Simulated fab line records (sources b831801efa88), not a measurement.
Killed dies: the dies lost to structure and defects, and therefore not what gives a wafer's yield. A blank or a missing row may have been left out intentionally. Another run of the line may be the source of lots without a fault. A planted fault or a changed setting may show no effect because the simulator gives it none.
One fault through the eyes of 2 desks -- flow gf180mcu -- each desk holds nothing but its own numbers, with what lay behind them at the end

## AT THE METROLOGY DESK
Lot by lot, what the gauges showed, no matter which tool ran the lot: averages of those sampled wafers that carry a number. The brackets show how far a lot's mean lies from the usual mean; more than 4 standard deviations puts the lot out of limits, marked OUT.
Columns: A = DNWELL_TW at GF_DNWELL_TW_MEAS_09, usual 1362; B = NWELL_OVL at GF_NWELL_OVL_MEAS_07, usual 0.9 nm; C = MVSD_TW at GF_MVSD_TW_MEAS_11, usual 1587; D = MVSD_RS at GF_VT_IMPLANT_RS_MEAS_46, usual 456.1 ohm/sq
lot,first seen here,A,B,C,D
L347,day 2 18:35,1357,1.7,1604,455.1
L348,day 3 00:32,1374,0.6,1600,456.6
L349,day 3 05:05,1371,0.4,1607,455.8
L350,day 3 12:16,1358,0.5,1578,458.4
L351,day 3 14:52,1367,1.1,1587,457.0
L352,day 3 21:58,1356,2.6,1608,457.5
L355,day 4 13:29,1367,1.6,1605,456.0
L357,day 4 22:16,1350,0.3,1520,536.9 (+73) OUT
L358,day 5 06:10,1373,0.7,1501 (-4.5) OUT,535.9 (+73) OUT
L361,day 6 05:01,1360,1.6,1596,457.7
L369,day 7 15:10,1364,0.6,1565,455.1
L370,day 7 21:03,1361,0.5,1560,455.4
Finding of this desk: L357, L358 out of limits, first seen on L358 at day 7 03:03 (MVSD_TW at GF_MVSD_TW_MEAS_11). L347, L348, L349, L350, L351, L352, L355, L361, L369, L370: within limits.

## THE TOOL OWNER'S DESK: implanter-02
GF_MVSD_IMPLANT_09, tool's own readings: per-lot mean of the sampled wafers with a number, covering each lot this tool ran. The brackets show how far a lot's mean lies from the usual mean; more than 4 standard deviations puts the lot out of limits, marked OUT.
Columns: A = dose-ions-cm2 at GF_MVSD_IMPLANT_09, usual 5e+12; B = faraday-current-uA at GF_MVSD_IMPLANT_09, usual 28.2
lot,first seen here,A,B
L347,day 4 11:26,5e+12,28.5
L349,day 4 21:58,5e+12,28.4
L351,day 5 08:38,5e+12,27.8
L352,day 5 15:43,5e+12,28.5
L357,day 6 17:20,1e+12 (-99 or more) OUT,6.0 (-40) OUT
L358,day 7 02:49,1e+12 (-99 or more) OUT,5.8 (-41) OUT
This desk's finding: out of limits on L357, L358; first on L357, day 6 17:20 (dose-ions-cm2 at GF_MVSD_IMPLANT_09). L347, L349, L351, L352: within limits.

## PUT TOGETHER
An alarm could have come from the tool owner's desk at day 6 17:20, on L357, L358.
An alarm was possible from the metrology desk at day 7 03:03, on L357, L358.
Of the lots named, all ran GF_MVSD_IMPLANT_09 on implanter-02.

## WHAT THE SIMULATOR HAD INSERTED
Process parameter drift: implanter-02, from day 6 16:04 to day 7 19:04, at GF_MVSD_IMPLANT_09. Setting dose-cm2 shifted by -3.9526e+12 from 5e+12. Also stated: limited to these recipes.
Struck lots among those shown: L357, L358.
Counting hours from when the fault started, the first reading out of limits came at 1 for the tool owner's desk and at 11 for the metrology desk.
